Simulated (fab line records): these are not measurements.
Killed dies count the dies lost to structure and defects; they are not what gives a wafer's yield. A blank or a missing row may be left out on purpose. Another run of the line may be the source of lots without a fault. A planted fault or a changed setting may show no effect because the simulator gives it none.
Chamber matching	flow sky130	SKY_FIELD_ISO_CMP_27 on cmp-01 has 4 sister chambers
The step polishes, stops on Si3N4, t overpolish 16 s, target thk 457.8 nm. 16 wafers are shown with their chamber, then 8 later ones without.

== WAFERS, EACH WITH ITS CHAMBER ==
wafer	chamber	motor-current-A (A)	head-pressure-psi (psi)	time-to-endpoint-s (s)
L080.1	2	13.6	4.000	114
L080.2	0	10.1	4.011	112
L080.3	1	13.1	3.985	114
L083.2	0	10.1	3.993	112
L083.3	2	13.5	4.000	119
L083.6	3	10.3	4.035	123
L084.2	1	13.1	3.977	114
L084.3	0	10.2	3.999	113
L084.6	2	13.5	4.009	113
L085.3	2	13.3	3.999	120
L085.4	1	13.0	4.001	117
L085.5	2	13.6	3.993	115
L086.1	0	9.8	4.000	111
L086.3	2	13.6	3.995	108
L086.4	1	13.3	3.986	111
L089.1	1	13.5	4.009	116

SIGNATURES (averages over the wafers above)
reading	chamber 0	chamber 1	chamber 2	chamber 3	scatter within a chamber
motor-current-A	10.050	13.200	13.517	10.300	0.163
head-pressure-psi	4.00075	3.99160	3.99933	4.03500	0.00913
time-to-endpoint-s	112.00	114.40	114.83	123.00	3.14
Rule: for each reading, subtract the chamber's mean from the wafer's reading, divide by that reading's scatter and square the result; add these up over the readings and take the root, which gives the wafer's distance from the chamber. If the next closest chamber is less than 2 further off than the closest, the wafer can't be placed; otherwise it belongs to the closest. How the scatter is found: for the shown wafers, subtract from each reading the mean of its chamber, square and add these, divide the total by (wafers less chambers), then take the root.

== WAFERS WITH NO CHAMBER GIVEN ==
wafer	motor-current-A (A)	head-pressure-psi (psi)	time-to-endpoint-s (s)
L089.2	10.5	4.008	118
L089.3	14.0	3.987	115
L090.1	10.4	4.003	115
L090.2	12.2	3.995	109
L090.5	10.3	4.006	117
L092.2	13.6	3.991	116
L092.4	13.2	3.999	111
L092.5	13.0	3.984	114

== THE CHAMBER EACH PASSED THROUGH ==
wafer	from the rows above	in truth
L089.2	can't be placed: 0 or 3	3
L089.3	can't be placed: 2 or 1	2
L090.1	0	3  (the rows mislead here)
L090.2	can't be placed: 1 or 2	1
L090.5	can't be placed: 0 or 3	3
L092.2	can't be placed: 2 or 1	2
L092.4	can't be placed: 1 or 2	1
L092.5	1	1
Correct placement for 1 of the 8. Unplaceable from these rows: 6, with the true chamber sitting among the candidates in 6. 1 placed wrongly.
